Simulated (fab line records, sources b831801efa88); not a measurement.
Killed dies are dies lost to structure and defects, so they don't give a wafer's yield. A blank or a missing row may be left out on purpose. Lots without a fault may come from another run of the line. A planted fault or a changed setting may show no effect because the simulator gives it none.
Which tool did it? | flow sky130 | 11 lots, 33 wafers sampled, at 4 steps of a route of 708

WHAT THE GAUGES READ, wafer by wafer
SKY_LI_CONTACT_CD_MEAS_12: target cd 170 nm. Usual: cd_nm 170.1 nm, standard deviation 1.6.
lot  | measured     | on        | cd_nm (nm)        | flag
L829 | day 29 20:11 | cd_sem-02 | 169.1 170.6 168.1 |
L830 | day 29 23:12 | cd_sem-02 | 169.0 170.8 170.6 |
L832 | day 30 22:29 | cd_sem-02 | 169.8 167.8 169.0 |
L833 | day 31 12:29 | cd_sem-01 | 170.1 169.6 170.6 |
L836 | day 31 21:03 | cd_sem-02 | 172.2 172.9 173.7 |
L837 | day 32 02:49 | cd_sem-01 | 169.9 167.9 169.6 |
L842 | day 33 07:45 | cd_sem-01 | 171.1 172.0 172.3 |
L844 | day 33 22:00 | cd_sem-01 | 172.1 171.5 172.3 |
L846 | day 34 09:29 | cd_sem-01 | 169.7 169.7 170.3 |
L850 | day 35 23:26 | cd_sem-01 | 168.5 168.8 169.5 |
L852 | day 36 07:41 | cd_sem-01 | 172.1 169.8 171.6 |

SKY_LOCAL_INTERCONNECT_THK_MEAS_02: measures by xrf. Usual: LOCAL_INTERCONNECT_TIN_THK 100.8 nm, standard deviation 1.5.
lot  | measured     | on            | LOCAL_INTERCONNECT_TIN_THK (nm) | flag
L829 | day 29 21:52 | film_metro-01 | 100.1 101.1 101.2               |
L830 | day 30 00:52 | film_metro-01 | 99.6 100.8 100.8                |
L832 | day 30 23:59 | film_metro-02 | 102.0 100.3 100.7               |
L833 | day 31 13:59 | film_metro-02 | 101.6 101.5 101.4               |
L836 | day 31 22:32 | film_metro-01 | 100.4 101.1 101.2               |
L837 | day 32 04:18 | film_metro-01 | 100.2 101.4 98.7                |
L842 | day 33 09:17 | film_metro-04 | 103.2 100.4 99.5                |
L844 | day 33 23:29 | film_metro-02 | 99.1 98.0 98.2                  |
L846 | day 34 10:59 | film_metro-01 | 100.6 100.3 100.7               |
L850 | day 36 00:56 | film_metro-04 | 99.3 100.6 101.9                |
L852 | day 36 09:13 | film_metro-04 | 100.4 99.4 101.1                |

SKY_CONTACT_THK_MEAS_01. Usual: CONTACT_CVD_00_THK 75.2 nm, standard deviation 1.1.
lot  | measured     | on            | CONTACT_CVD_00_THK (nm)           | flag
L829 | day 31 02:13 | film_metro-01 | 74.7 75.4 75.2                    |
L830 | day 31 05:17 | film_metro-03 | 73.4 74.5 74.0                    |
L832 | day 32 04:51 | film_metro-03 | 75.1 75.8 76.2                    |
L833 | day 32 17:47 | film_metro-01 | 76.8 75.7 76.6                    |
L836 | day 33 02:30 | film_metro-02 | 73.9 75.3 74.5                    |
L837 | day 33 07:59 | film_metro-01 | 73.5 74.7 74.0                    |
L842 | day 34 11:22 | film_metro-02 | 119.9 119.9 74.4 119.8 119.8 74.4 | OFF
L844 | day 35 02:30 | film_metro-01 | 121.6 76.2 76.9 121.6 76.3 76.9   | OFF
L846 | day 35 14:13 | film_metro-01 | 75.0 74.7 75.9                    |
L850 | day 37 02:47 | film_metro-03 | 75.5 75.5 78.0                    |
L852 | day 37 11:49 | film_metro-01 | 74.2 74.8 75.6                    |

WHICH TOOL RAN EACH LOT (tool, then ch and the chambers of the sampled wafers, then the start)
lot  | SKY_CONTACT_CVD_00
L829 | pecvd-04 ch 1,2, day 31 02:11
L830 | pecvd-04 ch 0,1,2, day 31 05:14
L832 | pecvd-01 ch 0,1,2, day 32 04:48
L833 | pecvd-01 ch 0,1,2, day 32 17:44
L836 | pecvd-01 ch 1,2, day 33 02:26
L837 | pecvd-04 ch 0,1,2, day 33 07:56
L842 | pecvd-04 ch 0,1,2, day 34 11:20
L844 | pecvd-04 ch 0,1,2, day 35 02:26
L846 | pecvd-03 ch 0,1,2, day 35 14:11
L850 | pecvd-03 ch 0,1,2, day 37 02:45
L852 | pecvd-01 ch 0,2, day 37 11:47
- SKY_CONTACT_CVD_00: deposits Si3N4, target thk 75 nm.

WHAT THE TOOLS THEMSELVES READ (means of the sampled wafers that have a number; where no wafer has one, the mark that the record gives instead)
SKY_CONTACT_CVD_00. Usual: heater_power_outer_w 419 W, standard deviation 63; heater_power_w 690 W, standard deviation 79.
lot  | tool     | heater_power_outer_w (W) | heater_power_w (W) | flag
L829 | pecvd-04 | 405                      | 679                |
L830 | pecvd-04 | 376                      | 633                |
L832 | pecvd-01 | 456                      | 738                |
L833 | pecvd-01 | 432                      | 712                |
L836 | pecvd-01 | 385                      | 631                |
L837 | pecvd-04 | 407                      | 687                |
L842 | pecvd-04 | 372                      | 608                |
L844 | pecvd-04 | 381                      | 624                |
L846 | pecvd-03 | 407                      | 696                |
L850 | pecvd-03 | 452                      | 744                |
L852 | pecvd-01 | 484                      | 779                |

THE ANSWER, worked out from the rows above alone
Rule: a lot is off if the mean of its wafers that have a number lies more than 3 standard deviations from the usual mean. A lot without any number at a reading at which 4 lots or more have one is off too. The other lots that the step has rows for count as sound. The gauges are gone through in route order, then the tools' own readings, and for those a lot's mean is taken as printed above. The first step at which some lot is off is used, and at that step the reading that is off furthest; a lot without a number counts as furthest.
Off: L842, L844, at SKY_CONTACT_THK_MEAS_01 (CONTACT_CVD_00_THK).
A tool fits if, at a process step before that reading, it ran every lot that is off, and no sound lot after the first of them. The gauges at SKY_CONTACT_THK_MEAS_01 are tried like those tools. One fits: pecvd-04 at SKY_CONTACT_CVD_00. Its last sound lot is L837 (day 33 07:56), its first lot that is off L842 (day 34 11:20): a fault that began between those two fits.

WHAT THE SIMULATOR HAD PUT IN
Process parameter drift: pecvd-04, from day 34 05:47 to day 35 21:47, at SKY_CONTACT_CVD_00. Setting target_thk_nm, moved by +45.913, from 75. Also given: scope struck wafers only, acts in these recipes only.
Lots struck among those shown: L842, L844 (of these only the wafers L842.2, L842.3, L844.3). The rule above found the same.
